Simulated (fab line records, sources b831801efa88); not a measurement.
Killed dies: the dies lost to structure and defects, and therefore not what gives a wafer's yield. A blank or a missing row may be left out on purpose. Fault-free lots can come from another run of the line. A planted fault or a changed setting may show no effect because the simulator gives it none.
fab line records + flow sky130
record
- lots=5
- wafers=15
- last_day=50
route steps=708 shown NWELL@61 PAD_OPEN@708
lots untouched by any fault: they come from a run of this same line in which no faults occurred
start_h: start of the lot's first displayed wafer, in hours after the record's first day + wait_h: hours elapsed since this lot's preceding step + " unchanged from the row above + L1.1+2: several wafers, shown together as one row + - no value present, or no start provided + * or withheld: withheld + < > ~ a bound
route shown NAME@n: NAME is a module with steps in the file, n the number in the route of the first one + usual: mean and standard deviation over wafers with no fault + same: alike in all rows + chamber/n: place in a boat + sites: each site's reading + _std_site: the values' standard deviation + _edge_site: the outer-site mean with the inner-site mean subtracted + radius_mm: how far each site lies from the wafer's centre + mask NAME#n: copy n + behind: the tool/chamber that last shaped the wafer + hold: what put the lot on hold/how long, in hours/how the hold closed + device: names the non-switching transistor (n, p or np) + end of line: the route-end tests of the same wafers + a step without rows: its recipe alone + killed: not the wafer's yield, but the dies lost to structure and defects at the first sort + map: a wafer's dies, marking killed ones x, the rest . and places with no die _
set.NAME: setting as actually run; set.NAME@STEP: the setting as run at that earlier step + model.NAME: the simulator's own value behind a step, which no gauge read
lots at selected steps of the route; one table per step, one row per wafer
services: the hour from which a tool's chamber was out of use, counted from the record's first day as start_h (under 0 if before that day), plus the number of hours and why
## steps
# step SKY_NWELL_PEB_08
# recipe
- temp_c=115
- time_s=withheld
# step SKY_NWELL_DEVELOP_09
# recipe
- wall_angle_deg=90
- developer=TMAH
- develop_time_s=60
- dev_temp_c=23
# step SKY_NWELL_OVL_MEAS_10
# usual
- NWELL_00_OVL=-0.3/1.5
| lot.wafer | tool       | chamber | start_h | wait_h | NWELL_00_OVL[nm] |
|-----------|------------|---------|---------|--------|------------------|
| L959.1    | overlay-01 | -       | 82.13   | -      | 2.0              |
| L959.2    | "          | -       | "       | "      | 0.5              |
| L959.3    | "          | -       | "       | "      | 0.9              |
| L962.1    | overlay-02 | -       | 100.18  | -      | -0.7             |
| L962.2    | "          | -       | "       | "      | -0.7             |
| L962.5    | "          | -       | "       | "      | -1.0             |
| L971.2    | overlay-02 | -       | 159.58  | -      | -0.5             |
| L971.3    | "          | -       | "       | "      | -0.2             |
| L971.6    | "          | -       | "       | "      | 0.0              |
| L981.1    | overlay-01 | -       | 215.62  | -      | 1.2              |
| L981.3    | "          | -       | "       | "      | -0.3             |
| L981.5    | "          | -       | "       | "      | 0.2              |
| L982.2    | overlay-01 | -       | 217.71  | -      | 2.0              |
| L982.3    | "          | -       | "       | "      | 3.6              |
| L982.5    | "          | -       | "       | "      | 3.7              |
# step SKY_NWELL_IMPLANT_11
# recipe
- species=P
- energy_kev=400
- dose_cm2=1.9e+13
- tilt_deg=withheld
# step SKY_NWELL_IMPLANT_12
# recipe
- species=P
- energy_kev=120
- dose_cm2=1.3e+12
- tilt_deg=withheld
# step SKY_NWELL_IMPLANT_13
# recipe
- species=P
- energy_kev=50
- dose_cm2=7e+11
- tilt_deg=withheld
# step SKY_NWELL_STRIP_14
# recipe
- chemistry=O2/N2
- power_w=1400
- pressure_mtorr=1500
- platen_temp_c=withheld
- o2_flow_sccm=3000
- n2_flow_sccm=300
- overash_fraction=0.5
# usual
- drypump_motor_current_A=6.2/0.6
- oes_product_au=0.722/0.005
- strip_time_to_endpoint_s=36.92/0.097
| lot.wafer | tool            | chamber | start_h | wait_h | drypump_motor_current_A | oes_product_au | rf_hours_counter_h | strip_time_to_endpoint_s |
|-----------|-----------------|---------|---------|--------|-------------------------|----------------|--------------------|--------------------------|
| L959.1    | plasma_asher-03 | 0       | 82.61   | 0.1    | 6.7                     | 0.720          | 41                 | 36.76                    |
| L959.2    | "               | 1       | "       | "      | 6.7                     | 0.724          | 41                 | 36.79                    |
| L959.3    | "               | 0       | "       | "      | 6.7                     | 0.732          | -                  | 36.82                    |
| L962.1    | plasma_asher-04 | 0       | 100.66  | 0.1    | 6.1                     | 0.722          | 41                 | 37.02                    |
| L962.2    | "               | 1       | "       | "      | 5.4                     | 0.725          | 41                 | 37.02                    |
| L962.5    | "               | 0       | "       | "      | 6.1                     | 0.719          | -                  | 36.98                    |
| L971.2    | plasma_asher-03 | 0       | 160.06  | 0.1    | 6.7                     | 0.725          | 4                  | 36.90                    |
| L971.3    | "               | 0       | "       | "      | 6.7                     | 0.728          | -                  | 37.04                    |
| L971.6    | "               | 1       | "       | "      | 6.7                     | 0.730          | -                  | 36.91                    |
| L981.1    | plasma_asher-02 | 0       | 216.11  | 0.1    | 5.2                     | 0.718          | 53                 | 37.01                    |
| L981.3    | "               | 0       | "       | "      | 5.1                     | 0.722          | -                  | 37.07                    |
| L981.5    | "               | 0       | "       | "      | 5.2                     | 0.708          | -                  | 36.99                    |
| L982.2    | plasma_asher-03 | 1       | 218.19  | 0.1    | 6.7                     | 0.721          | 8                  | 36.86                    |
| L982.3    | "               | 0       | "       | "      | 6.8                     | 0.719          | -                  | 36.81                    |
| L982.5    | "               | 0       | "       | "      | 6.7                     | 0.729          | -                  | 36.84                    |
# step SKY_NWELL_TW_MEAS_15
# usual
- NWELL_TW=1815/17
| lot.wafer | tool          | chamber | start_h | wait_h | NWELL_TW |
|-----------|---------------|---------|---------|--------|----------|
| L959.1    | film_metro-02 | -       | 82.71   | 0.1    | 1797     |
| L959.2    | "             | -       | "       | "      | 1797     |
| L959.3    | "             | -       | "       | "      | 1791     |
| L962.1    | film_metro-04 | -       | 100.76  | 0.1    | 1832     |
| L962.2    | "             | -       | "       | "      | 1831     |
| L962.5    | "             | -       | "       | "      | 1831     |
| L971.2    | film_metro-04 | -       | 160.17  | 0.1    | 1841     |
| L971.3    | "             | -       | "       | "      | 1845     |
| L971.6    | "             | -       | "       | "      | 1836     |
| L981.1    | film_metro-03 | -       | 216.21  | 0.1    | 1815     |
| L981.3    | "             | -       | "       | "      | 1811     |
| L981.5    | "             | -       | "       | "      | 1818     |
| L982.2    | film_metro-04 | -       | 218.30  | 0.1    | 1826     |
| L982.3    | "             | -       | "       | "      | 1818     |
| L982.5    | "             | -       | "       | "      | 1821     |
# step SKY_NWELL_DEHYDRATE_16
# recipe
- temp_c=200
- time_s=60
# step SKY_NWELL_HMDS_17
# recipe
- prime_time_s=60
- prime_temp_c=120
# step SKY_NWELL_COAT_18
# recipe
- spin_rpm=2000
- resist_thk_nm=3000
# step SKY_NWELL_SOFTBAKE_19
# recipe
- temp_c=110
- time_s=withheld
# step SKY_NWELL_EXPOSE_20
# recipe
- mask_id=NWM_COMPLEMENT
- na=0.6
- source_shape=conventional
- sigma_outer=0.6
- polarization=unpolarized
- target_cd_nm=840
- dose_mj=260
# usual
- stage_vel_mm_s=500.04/0.27
| lot.wafer | tool             | chamber | start_h | wait_h | mask             | stage_vel_mm_s |
|-----------|------------------|---------|---------|--------|------------------|----------------|
| L959.1    | iline_stepper-01 | 0       | 91.43   | -      | NWM_COMPLEMENT#0 | 500.05         |
| L959.2    | "                | 0       | "       | "      | NWM_COMPLEMENT#0 | 500.08         |
| L959.3    | "                | 0       | "       | "      | NWM_COMPLEMENT#0 | 499.94         |
| L962.1    | iline_stepper-02 | 0       | 109.33  | -      | NWM_COMPLEMENT#0 | 499.89         |
| L962.2    | "                | 0       | "       | "      | NWM_COMPLEMENT#0 | 500.02         |
| L962.5    | "                | 0       | "       | "      | NWM_COMPLEMENT#0 | 499.92         |
| L971.2    | iline_stepper-01 | 0       | 170.57  | -      | PWDEM#0          | 500.00         |
| L971.3    | "                | 0       | "       | "      | PWDEM#0          | 500.30         |
| L971.6    | "                | 0       | "       | "      | PWDEM#0          | 499.82         |
| L981.1    | iline_stepper-01 | 0       | 227.48  | -      | NWM_COMPLEMENT#0 | 500.26         |
| L981.3    | "                | 0       | "       | "      | NWM_COMPLEMENT#0 | 500.36         |
| L981.5    | "                | 0       | "       | "      | NWM_COMPLEMENT#0 | 500.58         |
| L982.2    | iline_stepper-02 | 0       | 229.78  | -      | NWM_COMPLEMENT#0 | 500.16         |
| L982.3    | "                | 0       | "       | "      | NWM_COMPLEMENT#0 | 500.21         |
| L982.5    | "                | 0       | "       | "      | NWM_COMPLEMENT#0 | 500.52         |
# step SKY_NWELL_PEB_21
# recipe
- temp_c=115
- time_s=withheld
# step SKY_NWELL_DEVELOP_22
# recipe
- wall_angle_deg=90
- developer=TMAH
- develop_time_s=60
- dev_temp_c=23
# step SKY_NWELL_OVL_MEAS_23
# usual
- NWELL_01_OVL=-1.1/1.7
| lot.wafer | tool       | chamber | start_h | wait_h | NWELL_01_OVL[nm] |
|-----------|------------|---------|---------|--------|------------------|
| L959.1    | overlay-01 | -       | 100.40  | -      | 1.7              |
| L959.2    | "          | -       | "       | "      | 0.0              |
| L959.3    | "          | -       | "       | "      | -1.6             |
| L962.1    | overlay-02 | -       | 118.78  | -      | -2.3             |
| L962.2    | "          | -       | "       | "      | -1.6             |
| L962.5    | "          | -       | "       | "      | -0.7             |
| L971.2    | overlay-01 | -       | 180.21  | -      | -                |
| L971.3    | "          | -       | "       | "      | -                |
| L971.6    | "          | -       | "       | "      | -                |
| L981.1    | overlay-01 | -       | 238.61  | -      | -0.2             |
| L981.3    | "          | -       | "       | "      | 1.5              |
| L981.5    | "          | -       | "       | "      | 0.1              |
| L982.2    | overlay-01 | -       | 240.84  | -      | 0.6              |
| L982.3    | "          | -       | "       | "      | -1.7             |
| L982.5    | "          | -       | "       | "      | -0.8             |
# step SKY_NWELL_IMPLANT_24
# recipe
- species=B
- energy_kev=140
- dose_cm2=9.2e+12
- tilt_deg=withheld
# step SKY_NWELL_STRIP_25
# recipe
- chemistry=O2/N2
- power_w=1400
- pressure_mtorr=1500
- platen_temp_c=withheld
- o2_flow_sccm=3000
- n2_flow_sccm=300
- overash_fraction=0.5
# usual
- drypump_motor_current_A=5.8/0.47
- oes_product_au=0.722/0.0043
- strip_time_to_endpoint_s=36.85/0.096
| lot.wafer | tool            | chamber | start_h | wait_h | drypump_motor_current_A | oes_product_au | rf_hours_counter_h | strip_time_to_endpoint_s |
|-----------|-----------------|---------|---------|--------|-------------------------|----------------|--------------------|--------------------------|
| L959.1    | plasma_asher-02 | 1       | 100.59  | 0.1    | 6.1                     | 0.721          | 42                 | 36.82                    |
| L959.2    | "               | 0       | "       | "      | 5.2                     | 0.730          | 42                 | 36.80                    |
| L959.3    | "               | 0       | "       | "      | 5.1                     | 0.727          | -                  | 36.90                    |
| L962.1    | plasma_asher-04 | 0       | 118.97  | 0.1    | 6.1                     | 0.724          | 43                 | 36.58                    |
| L962.2    | "               | 1       | "       | "      | 5.4                     | 0.715          | 43                 | 36.69                    |
| L962.5    | "               | 0       | "       | "      | 6.1                     | 0.719          | -                  | 36.71                    |
| L971.2    | plasma_asher-04 | 0       | 180.39  | 0.1    | 6.1                     | 0.722          | 49                 | 36.66                    |
| L971.3    | "               | 1       | "       | "      | 5.4                     | 0.721          | -                  | 36.69                    |
| L971.6    | "               | 0       | "       | "      | 6.1                     | 0.719          | -                  | 36.63                    |
| L981.1    | plasma_asher-04 | 0       | 238.79  | 0.1    | 6.1                     | 0.731          | 55                 | 36.76                    |
| L981.3    | "               | 1       | "       | "      | 5.4                     | 0.720          | -                  | 36.77                    |
| L981.5    | "               | 0       | "       | "      | 6.1                     | 0.720          | -                  | 36.65                    |
| L982.2    | plasma_asher-02 | 1       | 241.02  | 0.1    | 6.0                     | 0.719          | 56                 | 36.79                    |
| L982.3    | "               | 1       | "       | "      | 6.0                     | 0.727          | -                  | 36.93                    |
| L982.5    | "               | 1       | "       | "      | 6.0                     | 0.718          | -                  | 36.83                    |
# step SKY_NWELL_TW_MEAS_26
# usual
- NWELL_2_TW=494/3.8
| lot.wafer | tool          | chamber | start_h | wait_h | NWELL_2_TW |
|-----------|---------------|---------|---------|--------|------------|
| L959.1    | film_metro-03 | -       | 100.69  | 0.1    | 494        |
| L959.2    | "             | -       | "       | "      | 492        |
| L959.3    | "             | -       | "       | "      | 496        |
| L962.1    | film_metro-02 | -       | 119.07  | 0.1    | 487        |
| L962.2    | "             | -       | "       | "      | 488        |
| L962.5    | "             | -       | "       | "      | 489        |
| L971.2    | film_metro-02 | -       | 180.50  | 0.1    | 30         |
| L971.3    | "             | -       | "       | "      | 30         |
| L971.6    | "             | -       | "       | "      | 30         |
| L981.1    | film_metro-04 | -       | 238.89  | 0.1    | 499        |
| L981.3    | "             | -       | "       | "      | 500        |
| L981.5    | "             | -       | "       | "      | 498        |
| L982.2    | film_metro-04 | -       | 241.13  | 0.1    | 502        |
| L982.3    | "             | -       | "       | "      | 498        |
| L982.5    | "             | -       | "       | "      | 502        |
# step SKY_NWELL_CLEAN_27
# recipe
- chemistry=SC1/SC2
- mix=1:4:20
- temp_c=70
- time_s=150
- dry=n2_spin
# step SKY_PAD_OPEN_PROBE_99
# usual
- killed_at_M0_to_M3=44/7.2
- killed_at_M4_up=3.1/1.8
- killed_at_contacts=24/4.5
- killed_at_front_end=16/4.4
- killed_at_other=0.2/0.42
- killed_dies=87/8.9
- killed_on_rim=17/4.1
- killed_open=48/6.4
- killed_short=39/6.2
# same
- gross_dies=492
- killed_at_back_side=0
| lot.wafer | tool      | chamber | start_h | wait_h | killed_at_M0_to_M3 | killed_at_M4_up | killed_at_contacts | killed_at_front_end | killed_at_other | killed_dies | killed_on_rim | killed_open | killed_short |
|-----------|-----------|---------|---------|--------|--------------------|-----------------|--------------------|---------------------|-----------------|-------------|---------------|-------------|--------------|
| L962.1    | prober-02 | -       | 1076.07 | 0.1    | 45                 | 5               | 32                 | 14                  | 1               | 97          | 21            | 47          | 50           |
| L962.2    | prober-02 | -       | 1076.12 | 0.1    | 35                 | 2               | 23                 | 18                  | 0               | 78          | 17            | 46          | 32           |
| L962.5    | prober-02 | -       | 1076.27 | 0.2    | 57                 | 0               | 26                 | 18                  | 0               | 101         | 16            | 61          | 40           |
| L971.2    | prober-01 | -       | 1139.82 | 0.1    | 31                 | 3               | 27                 | 431                 | 0               | 492         | 96            | 47          | 25           |
| L971.3    | prober-01 | -       | 1139.87 | 0.2    | 38                 | 0               | 24                 | 429                 | 1               | 492         | 96            | 39          | 36           |
| L971.6    | prober-01 | -       | 1140.02 | 0.2    | 43                 | 6               | 17                 | 425                 | 1               | 492         | 96            | 49          | 37           |
# killed by level:class
L962.1 CONTACT:geometric_particle:open=12 VIA3:geometric_particle:open=9 VIA1:geometric_particle:open=9 METAL2:geometric_particle:short=7 VIA1:geometric_particle:short=7 LI_CONTACT:geometric_particle:open=6 CONTACT:geometric_particle:short=6 POLY_GATE:geometric_particle:short=5
L962.2 VIA1:geometric_particle:open=9 LI_CONTACT:geometric_particle:open=8 VIA2:geometric_particle:open=7 CONTACT:geometric_particle:open=6 METAL1:geometric_particle:short=5 LOCAL_INTERCONNECT:geometric_particle:short=5 FIELD_ISO:geometric_particle:open=4 FIELD_ISO:geometric_particle:short=3
L962.5 VIA1:geometric_particle:open=18 VIA3:geometric_particle:open=8 CONTACT:geometric_particle:open=8 LI_CONTACT:geometric_particle:open=7 VIA1:geometric_particle:short=6 POLY_GATE:geometric_particle:open=6 VIA2:geometric_particle:short=6 FIELD_ISO:geometric_particle:open=5
L971.2 NWELL:area_expose=420 CONTACT:geometric_particle:open=11 LI_CONTACT:geometric_particle:open=8 VIA3:geometric_particle:open=6 VIA1:geometric_particle:open=5 VIA1:geometric_particle:short=5 POLY_GATE:geometric_particle:open=4 FIELD_ISO:geometric_particle:open=3
L971.3 NWELL:area_expose=417 LOCAL_INTERCONNECT:geometric_particle:short=8 VIA1:geometric_particle:open=8 CONTACT:geometric_particle:open=7 VIA2:geometric_particle:open=7 VIA1:geometric_particle:short=4 FIELD_ISO:geometric_particle:open=3 POLY_GATE:geometric_particle:short=3
L971.6 NWELL:area_expose=406 VIA1:geometric_particle:open=12 VIA2:geometric_particle:open=7 LI_CONTACT:geometric_particle:open=6 METAL2:geometric_particle:short=5 FIELD_ISO:geometric_particle:open=4 FIELD_ISO:geometric_particle:short=4 CONTACT:geometric_particle:open=4
# map L971.2 (x killed, . not)
__________xxxxxxxxxx_________
________xxxxxxxxxxxxxx_______
______xxxxxxxxxxxxxxxxxx_____
_____xxxxxxxxxxxxxxxxxxxx____
____xxxxxxxxxxxxxxxxxxxxxx___
___xxxxxxxxxxxxxxxxxxxxxxxx__
__xxxxxxxxxxxxxxxxxxxxxxxxxx_
_xxxxxxxxxxxxxxxxxxxxxxxxxxxx
_xxxxxxxxxxxxxxxxxxxxxxxxxxxx
_xxxxxxxxxxxxxxxxxxxxxxxxxxxx
_xxxxxxxxxxxxxxxxxxxxxxxxxxxx
_xxxxxxxxxxxxxxxxxxxxxxxxxxxx
_xxxxxxxxxxxxxxxxxxxxxxxxxxxx
_xxxxxxxxxxxxxxxxxxxxxxxxxxxx
_xxxxxxxxxxxxxxxxxxxxxxxxxxxx
__xxxxxxxxxxxxxxxxxxxxxxxxxx_
___xxxxxxxxxxxxxxxxxxxxxxxx__
____xxxxxxxxxxxxxxxxxxxxxx___
_____xxxxxxxxxxxxxxxxxxxx____
______xxxxxxxxxxxxxxxxxx_____
________xxxxxxxxxxxxxx_______
__________xxxxxxxxxx_________
# map L959.1 (x killed, . not)
__________......x..._________
________.xx...x...x..x_______
______..x......xx..xx.x._____
_____..............x....x____
____..xxx.xx.x.x...x...x.x___
___..x...xxx..xx...........__
__.....x...x...x.........x.x_
_..x.................x....x..
_.....x...x..x....xx.x.....x.
_...xxx.x...x...xx...x.x.xx..
_....x..x..x...x.....x..xx...
_.........x................x.
_......x.....x....x..........
_.x.x.x....x...x.x..x.x....x.
_.xx.....................xx.x
__x..xx..................x.x_
___.x.x..xx..x.........x...__
____..x...x...x...........___
_____.x............x.....____
______..x.....x......x.._____
________......x......._______
__________x........._________
## services
| tool             | chamber | start_h | hours | kind       |
|------------------|---------|---------|-------|------------|
| plasma_asher-03  | -       | 108.75  | 9.0   | pm         |
| plasma_asher-03  | 0       | 108.75  | 9.0   | vent_cycle |
| plasma_asher-03  | 1       | 108.75  | 9.0   | vent_cycle |
| plasma_asher-03  | 0       | 117.75  | -     | clean      |
| plasma_asher-03  | 1       | 117.75  | -     | clean      |
| iline_stepper-01 | -       | 125.23  | 1.7   | pm         |
| plasma_asher-03  | -       | 142.71  | 2.8   | pm         |
| plasma_asher-02  | -       | 165.84  | 2.0   | repair     |
| plasma_asher-02  | -       | 170.75  | 2.8   | pm         |
| iline_stepper-02 | -       | 181.21  | 1.7   | pm         |
| plasma_asher-03  | -       | 196.38  | 14.1  | repair     |
| plasma_asher-04  | -       | 196.77  | 1.2   | repair     |
| plasma_asher-03  | -       | 202.63  | 1.5   | repair     |
| iline_stepper-01 | -       | 235.22  | 4.4   | pm         |
## key
first_sign
- step=SKY_NWELL_EXPOSE_20
- reading=mask
- direction=changed
effect
- step=SKY_NWELL_OVL_MEAS_23
- reading=NWELL_01_OVL
- direction=missing
effect
- step=SKY_NWELL_TW_MEAS_26
- reading=NWELL_2_TW
- direction=down
- sigmas=99+
- usual=494
- struck=30
effect
- step=SKY_PAD_OPEN_PROBE_99
- reading=killed_at_front_end
- direction=up
- sigmas=94
- usual=16
- struck=428
more_kills_born_at
- SKY_NWELL_EXPOSE_20@iline_stepper-01=1243
met_at SKY_NWELL_EXPOSE_20
struck_wafers L971.2,L971.3,L971.6
tester_left_out L971
onset_between 91.43 170.57
fault
- kind=wrong_mask
- tool=any
- chamber=-
- onset_h=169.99
- steps=SKY_NWELL_EXPOSE_20
- aux_copy=PWDEM#0
- scope=struck_lots_only
# tester_left_out: of these lots the tester's yield and bins aren't shown, on N5 and GAA mostly nor the transistor test; their killed dies are dies lost to structure and defects alone, not to doping, threshold or leakage, so they don't give the yield
